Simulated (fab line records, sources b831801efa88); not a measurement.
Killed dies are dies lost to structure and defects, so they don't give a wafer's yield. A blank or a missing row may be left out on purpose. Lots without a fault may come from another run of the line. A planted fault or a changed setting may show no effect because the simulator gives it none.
fab line records | flow sky130
record lots=12 wafers=33 last_day=50
route steps=708 shown LI_CONTACT@378 CONTACT@410 PAD_OPEN@708
lots that met no fault: from a run of the same line without faults
start_h: hours from the record's first day to the start of the lot's first wafer shown | wait_h: hours since the lot's step before | " the same as in the row above | L1.1+2: a row that stands for several wafers | - no value, or no start given | * or withheld: withheld | < > ~ a bound
route shown NAME@n: a module of which the file shows steps, and the number in the route of the first | usual: mean/standard deviation of fault-free wafers | same: alike in all rows | chamber/n: place in a boat | sites: the reading at each site | _std_site: their standard deviation | _edge_site: outer sites' mean less inner sites' | radius_mm: how far each site lies from the wafer's centre | mask NAME#n: copy n | behind: the tool/chamber that last shaped the wafer | hold: why the lot was held/for how many hours/how that ended | device: the transistor (n, p or np) that didn't switch | end of line: the same wafers' tests at the end of the route | a step without rows: its recipe alone | killed: dies lost to structure and defects at the first sort, not the wafer's yield | map: a wafer's dies, x killed, . not, _ none there
set.NAME: the setting as run; set.NAME@STEP: as run at that earlier step | model.NAME: the simulator's own value behind a step, which no gauge read
steps of the route over a sample of lots; a table a step, a row a wafer
services: from which hour (start_h, from the record's first day; less than 0 if before it) a tool's chamber was out of use, for how many hours, and why
## steps
# step SKY_LI_CONTACT_STRIP_16
# recipe chemistry=O2/N2 power_w=1400 pressure_mtorr=1500 platen_temp_c=withheld o2_flow_sccm=3000 n2_flow_sccm=300 overash_fraction=0.5
# usual drypump_motor_current_A=5.7/0.49 oes_product_au=0.375/0.0042 strip_time_to_endpoint_s=3.51/0.03
# columns lot.wafer tool chamber start_h wait_h drypump_motor_current_A oes_product_au rf_hours_counter_h strip_time_to_endpoint_s
L417.2 plasma_asher-03 0 674.49 - 6.4 0.382 99 3.54
L417.5 " 0 " " 6.4 0.376 - 3.52
L417.6 " 1 " " 5.4 0.379 - 3.55
L421.4 plasma_asher-03 0 724.27 - 6.5 0.377 - 3.54
L421.5 " 1 " " 5.4 0.385 - 3.52
L421.6 " 0 " " 6.4 0.374 - 3.48
L424.2 plasma_asher-04 0 739.49 - 5.7 0.378 60 3.55
L424.4 " 0 " " 5.7 0.373 - 3.50
L424.6 " 1 " " 5.8 0.377 - 3.51
L423.2 plasma_asher-04 0 742.09 - 5.6 0.374 61 3.43
L423.5 " 1 " " 5.9 0.379 - 3.50
L423.6 " 0 " " 5.7 0.371 - 3.47
L425.1 plasma_asher-03 1 749.84 - 5.4 0.380 1 3.49
L425.2 " 0 " " 6.4 0.375 1 3.52
L425.4 " 1 " " 5.4 0.377 - 3.53
L426.3 plasma_asher-04 0 750.98 - 5.6 0.374 - 3.52
L426.5 " 0 " " 5.6 0.382 - 3.52
L426.6 " 1 " " 5.8 0.378 - 3.57
L427.1 plasma_asher-03 1 762.36 - 5.4 0.375 2 3.50
L427.5 " 0 " " 6.5 0.368 - 3.49
L427.6 " 1 " " 5.4 0.371 - 3.51
L431.1 plasma_asher-02 1 793.71 - 5.6 0.369 98 3.52
L431.3 " 0 " " 4.9 0.370 - 3.52
L431.5 " 0 " " 4.9 0.372 - 3.52
L434.3 plasma_asher-02 1 819.62 - 5.6 0.374 - 3.45
L434.4 " 0 " " 4.9 0.371 - 3.50
L434.6 " 1 " " 5.6 0.369 - 3.47
L438.4 plasma_asher-03 1 834.43 - 5.4 0.372 - 3.54
L438.6 " 1 " " 5.4 0.378 - 3.50
L439.1 plasma_asher-04 1 851.56 - 5.8 0.372 72 3.56
L439.4 " 1 " " 5.9 0.373 - 3.54
L440.1 plasma_asher-03 0 853.19 - 6.4 0.371 11 3.51
L440.4 " 0 " " 6.5 0.371 - 3.50
# step SKY_CONTACT_CMP_04
# recipe material=SiO2 down_force_psi=4 platen_rpm=60 pad_velocity_m_s=0.94248
# usual motor_current_A=12.1/1.3 retaining_ring_pressure_frac=1.000/0.0061 time_to_endpoint_s=81/4
# columns lot.wafer tool chamber start_h wait_h motor_current_A retaining_ring_pressure_frac time_to_endpoint_s
L417.2 cmp-02 3 705.29 0.1 13.4 1.001 76
L417.6 " 2 " " 14.1 1.005 79
L417.5 " 3 " " 13.1 1.005 75
L421.4 cmp-01 0 753.84 0.1 10.9 0.994 82
L421.5 " 2 " " 10.9 1.005 81
L421.6 " 3 " " 11.4 1.005 83
L424.4 cmp-01 3 769.03 0.1 11.9 1.005 82
L424.2 " 1 " " 14.3 0.995 76
L424.6 " 3 " " 11.6 1.000 82
L423.2 cmp-02 3 771.65 0.2 12.8 0.998 83
L423.6 " 0 " " 10.5 0.989 83
L423.5 " 1 " " 11.7 1.005 75
L425.2 cmp-02 0 778.68 0.0 10.7 1.013 78
L425.4 " 2 " " 14.2 1.000 78
L425.1 " 3 " " 12.5 1.007 78
L426.3 cmp-01 0 780.97 0.1 11.1 1.010 78
L426.6 " 2 " " 11.3 0.984 76
L426.5 " 3 " " 11.7 1.000 78
L427.1 cmp-02 2 791.75 0.2 13.6 1.008 87
L427.6 " 3 " " 12.2 0.997 83
L427.5 " 0 " " 10.9 0.996 86
L431.1 cmp-02 1 823.10 0.1 10.8 0.998 82
L431.3 " 2 " " 13.7 0.998 88
L431.5 " 3 " " 13.6 1.006 82
L434.4 cmp-01 2 847.70 0.1 11.1 0.993 82
L434.3 " 0 " " 10.9 1.004 77
L434.6 " 2 " " 12.0 1.005 83
L438.4 cmp-02 2 863.38 0.2 13.2 1.006 114
L438.6 " 0 " " 11.0 1.006 89
L439.1 cmp-02 0 880.52 0.1 11.3 1.004 114
L439.4 " 1 " " 11.3 1.003 113
L440.1 cmp-02 0 882.55 0.1 10.7 0.999 110
L440.4 " 1 " " 12.6 1.005 113
# step SKY_CONTACT_ETCH_16
# recipe chemistry=N2/H2 target=BARC ion_energy_ev=200 source_w=500 bias_w=100 pressure_mtorr=30 n2_flow_sccm=100 h2_flow_sccm=200 stop_on=SiO2 time_s=45.9 target_depth_a=600
# usual drypump_motor_current_A=5.7/0.47 h2_flow_sccm=199.9/0.64 oes_product_au=0.854/0.0057 throttle_valve_pct=13.226/0.0099
# columns lot.wafer tool chamber start_h wait_h drypump_motor_current_A h2_flow_sccm oes_product_au rf_hours_counter_h throttle_valve_pct
L417.2 rie_diel-03 1 733.18 0.0 5.6 198.7 0.857 12 13.230
L417.5 " 2 " " 5.2 199.7 0.861 - 13.227
L417.6 " 1 " " 5.6 199.6 0.859 - 13.217
L421.4 rie_diel-03 2 781.36 0.0 5.3 199.5 0.846 9 13.220
L421.5 " 3 " " 5.7 200.6 0.857 - 13.236
L421.6 " 2 " " 5.2 200.1 0.856 - 13.224
L424.2 rie_diel-04 3 796.21 0.0 5.3 201.7 0.852 17 13.214
L424.4 " 0 " " 6.3 199.0 0.854 11 13.215
L424.6 " 3 " " 5.3 200.0 0.853 - 13.218
L423.2 rie_diel-01 2 797.86 0.0 6.2 198.7 0.853 29 13.210
L423.5 " 1 " " 5.8 200.8 0.860 - 13.226
L423.6 " 2 " " 6.2 199.4 0.855 - 13.229
L425.1 rie_diel-01 2 805.26 0.0 6.2 199.4 0.847 30 13.230
L425.2 " 1 " " 5.8 199.3 0.848 12 13.213
L425.4 " 0 " " 5.2 200.1 0.848 7 13.231
L426.3 rie_diel-01 3 807.36 0.0 5.9 200.4 0.856 15 13.205
L426.5 " 3 " " 5.9 201.2 0.858 - 13.221
L426.6 " 0 " " 5.3 200.4 0.855 - 13.240
L427.1 rie_diel-03 1 818.81 0.0 5.6 198.6 0.856 15 13.240
L427.5 " 2 " " 5.3 200.8 0.854 - 13.235
L427.6 " 3 " " 5.8 199.9 0.848 - 13.221
L431.1 rie_diel-04 3 849.61 0.0 5.3 199.8 0.852 18 13.239
L431.3 " 2 " " 5.5 200.6 0.852 12 13.243
L431.5 " 2 " " 5.5 199.5 0.854 - 13.231
L434.3 rie_diel-03 2 874.46 0.0 5.3 200.0 0.848 11 13.228
L434.4 " 3 " " 5.7 199.9 0.857 18 13.233
L434.6 " 1 " " 5.6 198.4 0.851 - 13.233
L438.4 rie_diel-03 1 889.56 0.0 5.6 199.7 0.859 17 13.215
L438.6 " 2 " " 5.2 199.7 0.855 - 13.238
L439.1 rie_diel-03 2 906.31 0.0 5.3 200.2 0.859 12 13.221
L439.4 " 0 " " 6.5 199.6 0.854 10 13.237
L440.1 rie_diel-03 1 908.20 0.0 5.6 199.9 0.865 18 13.209
L440.4 " 0 " " 6.5 200.3 0.856 10 13.234
# step SKY_CONTACT_ETCH_17
# recipe target=SiO2 chemistry=C4F8/O2/Ar stop_on=Si3N4 mask_material=KrF-thick source_w=1500 bias_w=1200 pressure_mtorr=40 c4f8_flow_sccm=withheld O2_flow_sccm=6 Ar_flow_sccm=300 time_s=withheld target_depth_a=3400
# usual oes_product_au=0.892/0.0046
# columns lot.wafer tool chamber start_h wait_h oes_product_au
L417.2 rie_diel-03 1 733.23 0.0 0.883
L417.5 " 2 " " 0.895
L417.6 " 1 " " 0.896
L421.4 rie_diel-03 2 781.40 0.0 0.887
L421.5 " 3 " " 0.900
L421.6 " 2 " " 0.893
L424.2 rie_diel-04 3 796.26 0.0 0.900
L424.4 " 0 " " 0.883
L424.6 " 3 " " 0.892
L423.2 rie_diel-01 2 797.90 0.0 0.892
L423.5 " 1 " " 0.892
L423.6 " 2 " " 0.888
L425.1 rie_diel-01 2 805.30 0.0 0.896
L425.2 " 1 " " 0.894
L425.4 " 0 " " 0.892
L426.3 rie_diel-01 3 807.40 0.0 0.899
L426.5 " 3 " " 0.891
L426.6 " 0 " " 0.898
L427.1 rie_diel-03 1 818.85 0.0 0.897
L427.5 " 2 " " 0.895
L427.6 " 3 " " 0.887
L431.1 rie_diel-04 3 849.66 0.0 0.889
L431.3 " 2 " " 0.884
L431.5 " 2 " " 0.890
L434.3 rie_diel-03 2 874.50 0.0 0.895
L434.4 " 3 " " 0.899
L434.6 " 1 " " 0.893
L438.4 rie_diel-03 1 889.60 0.0 1.000
L438.6 " 2 " " 0.896
L439.1 rie_diel-03 2 906.35 0.0 0.989
L439.4 " 0 " " 0.989
L440.1 rie_diel-03 1 908.24 0.0 0.987
L440.4 " 0 " " 1.004
# step SKY_CONTACT_SPUTTER_23
# recipe material=TiN target_thk_nm=20 chamber_pressure_pa=5 power_w=4000 time_s=80
# usual throttle_valve_pct=31.0/1.1
# columns lot.wafer tool chamber start_h wait_h throttle_valve_pct
L417.2 pvd_sputter-02 - 733.91 0.0 29.4
L417.5 " - " " 29.2
L417.6 " - " " 28.7
L421.4 pvd_sputter-01 - 782.11 0.0 32.3
L421.5 " - " " 32.1
L421.6 " - " " 30.4
L424.2 pvd_sputter-02 - 796.94 0.0 28.9
L424.4 " - " " 29.3
L424.6 " - " " 30.6
L423.2 pvd_sputter-01 - 798.58 0.0 29.6
L423.5 " - " " 30.6
L423.6 " - " " 32.3
L425.1 pvd_sputter-03 - 805.98 0.0 31.6
L425.2 " - " " 31.4
L425.4 " - " " 32.3
L426.3 pvd_sputter-01 - 808.09 0.0 31.5
L426.5 " - " " 30.6
L426.6 " - " " 32.1
L427.1 pvd_sputter-01 - 819.54 0.0 32.4
L427.5 " - " " 31.3
L427.6 " - " " 29.7
L431.1 pvd_sputter-03 - 850.34 0.0 31.5
L431.3 " - " " 32.2
L431.5 " - " " 31.5
L434.3 pvd_sputter-02 - 875.19 0.0 30.5
L434.4 " - " " 29.2
L434.6 " - " " 30.9
L438.4 pvd_sputter-03 - 890.35 0.0 31.0
L438.6 " - " " 32.1
L439.1 pvd_sputter-01 - 907.03 0.0 31.2
L439.4 " - " " 32.4
L440.1 pvd_sputter-01 - 909.08 0.0 30.6
L440.4 " - " " 32.5
# step SKY_PAD_OPEN_PROBE_99
# usual killed_at_M0_to_M3=42/7.1 killed_at_M4_up=3.3/1.9 killed_at_contacts=24/5 killed_at_front_end=15/4.7 killed_at_other=0.3/0.61 killed_dies=86/9.6 killed_on_rim=17/3.8 killed_open=47/7.5 killed_short=38/6.6
# same gross_dies=492 killed_at_back_side=0
# columns lot.wafer tool chamber start_h wait_h killed_at_M0_to_M3 killed_at_M4_up killed_at_contacts killed_at_front_end killed_at_other killed_dies killed_on_rim killed_open killed_short
L424.2 prober-02 - 1124.39 0.1 42 2 19 20 0 83 17 39 44
L424.4 prober-02 - 1124.49 0.2 46 0 27 13 0 86 15 57 28
L424.6 prober-02 - 1124.59 0.2 40 1 30 17 0 88 17 49 39
L426.3 prober-01 - 1133.22 0.2 35 3 26 19 0 83 19 49 34
L426.5 prober-01 - 1133.32 0.2 35 4 27 15 1 82 15 48 34
L426.6 prober-01 - 1133.37 0.2 51 2 25 17 0 95 23 49 46
L431.1 prober-02 - 1162.57 0.1 38 4 38 15 0 95 22 57 38
L431.3 prober-02 - 1162.67 0.2 38 1 34 23 0 96 24 61 34
L431.5 prober-02 - 1162.77 0.2 55 3 27 15 1 101 18 57 44
L434.3 prober-01 - 1177.37 0.2 57 1 32 8 0 98 16 57 41
L434.4 prober-01 - 1177.42 0.2 35 3 24 18 3 83 18 38 44
L434.6 prober-01 - 1177.52 0.2 57 1 25 10 0 93 22 54 39
L438.4 prober-01 - 1187.23 0.2 47 5 309 8 0 369 59 45 39
L438.6 prober-01 - 1187.33 0.2 38 1 21 14 0 74 12 50 24
L439.1 prober-02 - 1198.13 0.1 36 2 361 12 0 411 55 37 30
L439.4 prober-02 - 1198.28 0.2 39 2 295 22 1 359 96 39 42
L440.1 prober-01 - 1200.75 0.1 30 5 299 10 1 345 74 45 27
L440.4 prober-01 - 1200.90 0.2 51 3 133 13 0 200 72 43 44
# killed by level:class
L424.2 METAL1:geometric_particle:short=9 FIELD_ISO:geometric_particle:open=6 VIA1:geometric_particle:open=6 VIA2:geometric_particle:open=6 VIA3:geometric_particle:open=6 CONTACT:geometric_particle:open=5 METAL2:geometric_particle:short=5 FIELD_ISO:geometric_particle:short=4
L424.4 VIA1:geometric_particle:open=12 CONTACT:geometric_particle:open=12 LI_CONTACT:geometric_particle:open=9 VIA2:geometric_particle:open=9 METAL2:geometric_particle:short=5 POLY_GATE:geometric_particle:open=4 METAL1:geometric_particle:short=4 FIELD_ISO:geometric_particle:short=3
L424.6 CONTACT:geometric_particle:short=8 CONTACT:geometric_particle:open=8 VIA3:geometric_particle:open=8 FIELD_ISO:geometric_particle:open=7 METAL1:geometric_particle:short=7 LI_CONTACT:geometric_particle:open=6 VIA1:geometric_particle:open=5 VIA2:geometric_particle:open=5
L426.3 VIA3:geometric_particle:open=10 VIA1:geometric_particle:open=9 CONTACT:geometric_particle:short=7 FIELD_ISO:geometric_particle:open=6 LI_CONTACT:geometric_particle:open=6 CONTACT:geometric_particle:open=6 FIELD_ISO:geometric_particle:short=5 LI_CONTACT:geometric_particle:short=5
L426.5 CONTACT:geometric_particle:open=10 VIA1:geometric_particle:open=8 CONTACT:geometric_particle:short=7 VIA2:geometric_particle:open=6 LI_CONTACT:geometric_particle:open=6 FIELD_ISO:geometric_particle:short=5 VIA3:geometric_particle:open=5 FIELD_ISO:geometric_particle:open=4
L426.6 CONTACT:geometric_particle:open=11 VIA1:geometric_particle:open=9 LI_CONTACT:geometric_particle:open=7 FIELD_ISO:geometric_particle:short=6 VIA3:geometric_particle:short=6 METAL2:geometric_particle:short=6 VIA2:geometric_particle:open=6 VIA3:geometric_particle:open=6
L431.1 CONTACT:geometric_particle:open=16 LI_CONTACT:geometric_particle:open=10 VIA1:geometric_particle:open=10 CONTACT:geometric_particle:short=6 VIA3:geometric_particle:open=6 METAL1:geometric_particle:short=5 METAL2:geometric_particle:short=4 VIA2:geometric_particle:open=4
L431.3 CONTACT:geometric_particle:open=14 VIA1:geometric_particle:open=12 LI_CONTACT:geometric_particle:open=9 LI_CONTACT:geometric_particle:short=7 FIELD_ISO:geometric_particle:open=6 POLY_GATE:geometric_particle:short=6 VIA2:geometric_particle:open=6 POLY_GATE:geometric_particle:open=5
L431.5 VIA1:geometric_particle:open=16 LI_CONTACT:geometric_particle:open=10 METAL2:geometric_particle:short=8 FIELD_ISO:geometric_particle:short=7 CONTACT:geometric_particle:open=7 VIA3:geometric_particle:open=7 VIA2:geometric_particle:open=6 METAL1:geometric_particle:short=5
L434.3 LI_CONTACT:geometric_particle:open=12 CONTACT:geometric_particle:open=12 METAL2:geometric_particle:short=9 VIA3:geometric_particle:open=8 METAL1:geometric_particle:short=6 VIA1:geometric_particle:short=6 VIA2:geometric_particle:open=6 METAL3:geometric_particle:short=6
L434.4 LI_CONTACT:geometric_particle:open=7 VIA2:geometric_particle:open=7 LOCAL_INTERCONNECT:geometric_particle:short=6 CONTACT:geometric_particle:open=5 VIA3:geometric_particle:open=5 FIELD_ISO:geometric_particle:open=4 FIELD_ISO:geometric_particle:short=4 POLY_GATE:geometric_particle:short=4
L434.6 VIA2:geometric_particle:open=14 VIA1:geometric_particle:open=12 METAL2:geometric_particle:short=11 LI_CONTACT:geometric_particle:open=9 CONTACT:geometric_particle:open=8 VIA1:geometric_particle:short=5 LOCAL_INTERCONNECT:geometric_particle:short=4 VIA3:geometric_particle:short=4
L438.4 CONTACT:area_cmp=285 VIA1:geometric_particle:open=11 VIA2:geometric_particle:open=11 CONTACT:geometric_particle:open=9 METAL1:geometric_particle:short=6 VIA3:geometric_particle:open=6 METAL4:geometric_particle:short=5 CONTACT:geometric_particle:short=5
L438.6 VIA2:geometric_particle:open=9 LI_CONTACT:geometric_particle:open=8 CONTACT:geometric_particle:open=8 VIA3:geometric_particle:open=7 VIA1:geometric_particle:open=6 METAL1:geometric_particle:short=6 VIA1:geometric_particle:short=5 FIELD_ISO:geometric_particle:open=4
L439.1 CONTACT:area_cmp=344 VIA2:geometric_particle:open=10 CONTACT:geometric_particle:open=7 CONTACT:geometric_particle:short=6 METAL2:geometric_particle:short=6 METAL1:geometric_particle:short=5 VIA1:geometric_particle:open=5 POLY_GATE:geometric_particle:short=4
L439.4 CONTACT:area_cmp=277 VIA1:geometric_particle:open=10 CONTACT:geometric_particle:open=8 POLY_GATE:geometric_particle:short=6 FIELD_ISO:geometric_particle:short=5 VIA3:geometric_particle:open=5 LI_CONTACT:geometric_particle:open=4 LOCAL_INTERCONNECT:geometric_particle:short=4
L440.1 CONTACT:area_cmp=273 CONTACT:geometric_particle:open=13 VIA3:geometric_particle:open=7 VIA1:geometric_particle:open=7 LI_CONTACT:geometric_particle:open=6 METAL4:geometric_particle:short=4 FIELD_ISO:geometric_particle:short=3 POLY_GATE:geometric_particle:open=3
L440.4 CONTACT:area_cmp=113 METAL1:geometric_particle:short=10 CONTACT:geometric_particle:open=8 VIA1:geometric_particle:open=8 METAL2:geometric_particle:short=6 VIA3:geometric_particle:open=6 POLY_GATE:geometric_particle:open=5 LI_CONTACT:geometric_particle:open=5
## services
# columns tool chamber start_h hours kind
rie_diel-01 - 651.72 25.0 repair
cmp-02 - 654.66 5.9 pm
rie_diel-01 3 674.56 1.4 repair
rie_diel-04 - 719.38 2.8 pm
rie_diel-01 - 725.40 2.8 pm
plasma_asher-03 - 733.75 9.0 pm
rie_diel-04 3 742.60 4.6 repair
cmp-01 - 744.11 4.0 pm
cmp-01 - 748.11 4.8 pm
cmp-02 - 754.37 5.1 repair
rie_diel-03 - 756.24 4.3 pm
rie_diel-03 1 771.71 8.4 repair
cmp-02 - 780.18 1.8 repair
rie_diel-01 1 783.15 8.6 repair
rie_diel-04 - 790.76 0.5 repair
rie_diel-03 - 793.74 2.8 pm
rie_diel-03 2 803.69 2.5 repair
plasma_asher-03 - 807.92 1.5 repair
plasma_asher-03 - 849.57 1.6 repair
rie_diel-03 2 859.13 13.1 repair
rie_diel-03 0 866.71 5.2 repair
rie_diel-03 1 886.23 1.4 repair
plasma_asher-03 - 896.06 14.6 pm
cmp-02 - 896.10 2.9 repair
## key
first_sign step=SKY_CONTACT_CMP_04 reading=time_to_endpoint_s direction=up sigmas=7.8 usual=* struck=*
effect step=SKY_CONTACT_ETCH_17 reading=oes_product_au direction=up sigmas=22 usual=0.892 struck=0.994
effect step=SKY_PAD_OPEN_PROBE_99 reading=killed_at_contacts direction=up sigmas=51 usual=24 struck=279
more_kills_born_at SKY_CONTACT_CMP_04@cmp-02=1292
met_at SKY_CONTACT_CMP_04
struck_lots L438,L439,L440
struck_wafers L438.4,L439.1,L439.4,L440.1,L440.4
later_rows_left_out L438.4,L439.1,L439.4,L440.1
tester_left_out L438,L439,L440
not_acting_at SKY_LI_CONTACT_STRIP_16,SKY_CONTACT_ETCH_16,SKY_CONTACT_SPUTTER_23
onset_between 823.10 863.38
fault kind=process_parameter_drift tool=cmp-02 chamber=- onset_h=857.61 steps=SKY_CONTACT_CMP_04 channel=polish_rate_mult offset=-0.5 shape=step end_h=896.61 scope=struck_wafers_only
# tester_left_out: of these lots the tester's yield and bins aren't shown, on N5 and GAA mostly nor the transistor test; their killed dies are dies lost to structure and defects alone, not to doping, threshold or leakage, so they don't give the yield
# later_rows_left_out: the simulator's readings of these wafers behind a module that went badly wrong aren't trusted and aren't shown, but for the sort
